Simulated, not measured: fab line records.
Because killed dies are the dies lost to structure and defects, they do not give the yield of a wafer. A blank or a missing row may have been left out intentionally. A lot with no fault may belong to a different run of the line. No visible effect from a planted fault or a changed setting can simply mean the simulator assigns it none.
One fault through the eyes of 2 desks :: flow gf180mcu :: numbers are kept per desk, each desk with only its own; the story behind them comes last

## AT THE METROLOGY DESK
Lot by lot, what the gauges showed, no matter which tool ran the lot: averages of those sampled wafers that carry a number. The brackets show how far a lot's mean lies from the usual mean; more than 4 standard deviations puts the lot out of limits, marked OUT.
Columns: A = M2_OVL at GF_M2_OVL_MEAS_15, usual 4 nm; B = V2_CVD_02_THK at GF_V2_THK_MEAS_03, usual 854 nm
lot: L522
first seen here: day 19 07:15
A: -0
B: 867

lot: L523
first seen here: day 19 12:43
A: 2
B: 848

lot: L524
first seen here: day 19 17:43
A: 1
B: 843

lot: L525
first seen here: day 20 03:25
A: 5
B: 860

lot: L526
first seen here: day 20 06:46
A: 2
B: 857

lot: L527
first seen here: day 20 22:55
A: 12
B: 848

lot: L529
first seen here: day 22 01:32
A: 10
B: 837

lot: L530
first seen here: day 22 13:54
A: 3
B: 839

lot: L531
first seen here: day 22 19:20
A: 0
B: 844

lot: L532
first seen here: day 23 04:50
A: -7
B: 845

lot: L533
first seen here: day 23 17:32
A: -4
B: 841

lot: L542
first seen here: day 26 07:04
A: 9
B: 841

lot: L545
first seen here: day 27 07:53
A: 6
B: 845
Result from this desk: across the 13 lots, nothing is out of limits.

## TOOL OWNER'S DESK, cmp-01
The tool's own readings at GF_V2_CMP_04 (polishes SiO2): means of the sampled wafers that have a number, for each lot that ran on this tool. The brackets show how far a lot's mean lies from the usual mean; more than 4 standard deviations puts the lot out of limits, marked OUT.
Columns: A = motor-current-A at GF_V2_CMP_04, usual 11.8 A; B = time-to-endpoint-s at GF_V2_CMP_04, usual 81 s
lot: L523
first seen here: day 19 13:42
A: 11.6
B: 78

lot: L524
first seen here: day 19 18:45
A: 11.1
B: 75

lot: L525
first seen here: day 20 04:25
A: 12.0
B: 80

lot: L526
first seen here: day 20 07:46
A: 11.2
B: 80

lot: L529
first seen here: day 22 02:40
A: 11.3
B: 75

lot: L530
first seen here: day 22 14:54
A: 11.4
B: 73

lot: L531
first seen here: day 22 20:38
A: 11.6
B: 78

lot: L532
first seen here: day 23 06:07
A: 11.9
B: 85

lot: L545
first seen here: day 27 09:03
A: 11.6
B: 80
Result from this desk: across the 9 lots, nothing is out of limits.

## TAKEN TOGETHER
Metrology desk: nothing out of limits seen.
The desk of the tool owner found nothing out of limits.

## WHAT THE SIMULATOR PUT IN
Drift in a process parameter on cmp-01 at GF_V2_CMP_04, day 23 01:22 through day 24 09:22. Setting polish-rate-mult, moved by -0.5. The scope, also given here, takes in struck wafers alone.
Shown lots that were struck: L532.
